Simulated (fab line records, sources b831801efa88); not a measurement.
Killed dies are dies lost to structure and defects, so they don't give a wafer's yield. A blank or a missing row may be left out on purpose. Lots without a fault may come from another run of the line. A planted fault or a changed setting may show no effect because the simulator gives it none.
Chamber matching | flow sky130 | SKY_LI_CONTACT_CMP_02 on cmp-02: 4 sister chambers
The step polishes PSG. 27 wafers are shown with their chamber, then 12 later ones without.

WAFERS WITH THEIR CHAMBER
wafer  | chamber | motor_current_A (A) | time_to_endpoint_s (s)
L074.1 | 1       | 12.3                | 36
L074.2 | 3       | 13.1                | 32
L074.6 | 3       | 12.9                | 31
L075.2 | 2       | 13.3                | 31
L075.3 | 3       | 12.6                | 28
L075.4 | 1       | 12.0                | 32
L077.3 | 3       | 12.1                | 33
L077.4 | 2       | 13.7                | 39
L077.5 | 2       | 13.2                | 36
L081.1 | 0       | 9.4                 | 36
L081.2 | 2       | 13.0                | 35
L081.3 | 1       | 12.4                | 38
L083.1 | 0       | 9.3                 | 33
L083.4 | 1       | 11.7                | 33
L083.6 | 2       | 13.0                | 36
L084.1 | 2       | 13.1                | 36
L084.3 | 0       | 9.4                 | 40
L084.4 | 1       | 12.7                | 36
L087.2 | 0       | 9.3                 | 34
L087.3 | 3       | 13.4                | 31
L087.5 | 0       | 9.5                 | 34
L087.1 | 2       | 14.0                | 34
L087.4 | 1       | 13.0                | 36
L087.6 | 1       | 12.4                | 39
L091.1 | 2       | 12.9                | 39
L091.4 | 0       | 9.3                 | 36
L091.5 | 2       | 13.1                | 37

SIGNATURES (means of the wafers above)
reading            | chamber 0 | chamber 1 | chamber 2 | chamber 3 | scatter within a chamber
motor_current_A    | 9.367     | 12.357    | 13.256    | 12.820    | 0.372
time_to_endpoint_s | 35.50     | 35.71     | 35.89     | 31.00     | 2.39
Rule: a wafer's distance from a chamber is the root of the sum, over the readings, of the square of ((its reading less the chamber's mean) divided by the reading's scatter). The wafer belongs to the nearest chamber; if the next one is less than 2 further off, it can't be placed. The scatter: the root of (the sum of the squares of (reading less its chamber's mean) over the shown wafers, divided by (wafers less chambers)).

WAFERS WITHOUT THEIR CHAMBER
wafer  | motor_current_A (A) | time_to_endpoint_s (s)
L094.3 | 9.5                 | 37
L094.5 | 9.6                 | 38
L094.6 | 12.7                | 32
L095.1 | 12.7                | 34
L095.2 | 12.7                | 34
L095.6 | 12.8                | 34
L096.1 | 13.2                | 32
L096.3 | 12.5                | 28
L096.5 | 12.3                | 29
L097.2 | 9.2                 | 33
L097.3 | 13.0                | 32
L097.5 | 12.7                | 36

WHICH CHAMBER EACH WENT THROUGH
wafer  | from the rows above          | in truth
L094.3 | 0                            | 0
L094.5 | 0                            | 0
L094.6 | can't be placed: 3 or 1 or 2 | 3
L095.1 | can't be placed: 1 or 3 or 2 | 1
L095.2 | can't be placed: 1 or 3 or 2 | 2
L095.6 | can't be placed: 3 or 1 or 2 | 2
L096.1 | can't be placed: 3 or 2 or 1 | 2
L096.3 | can't be placed: 3 or 1      | 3
L096.5 | can't be placed: 3 or 1      | 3
L097.2 | 0                            | 0
L097.3 | can't be placed: 3 or 2 or 1 | 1
L097.5 | can't be placed: 1 or 2 or 3 | 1
Placed correctly: 3 of 12. Can't be placed from these rows: 9 (the true chamber is among the candidates in 9). Placed wrongly: 0.
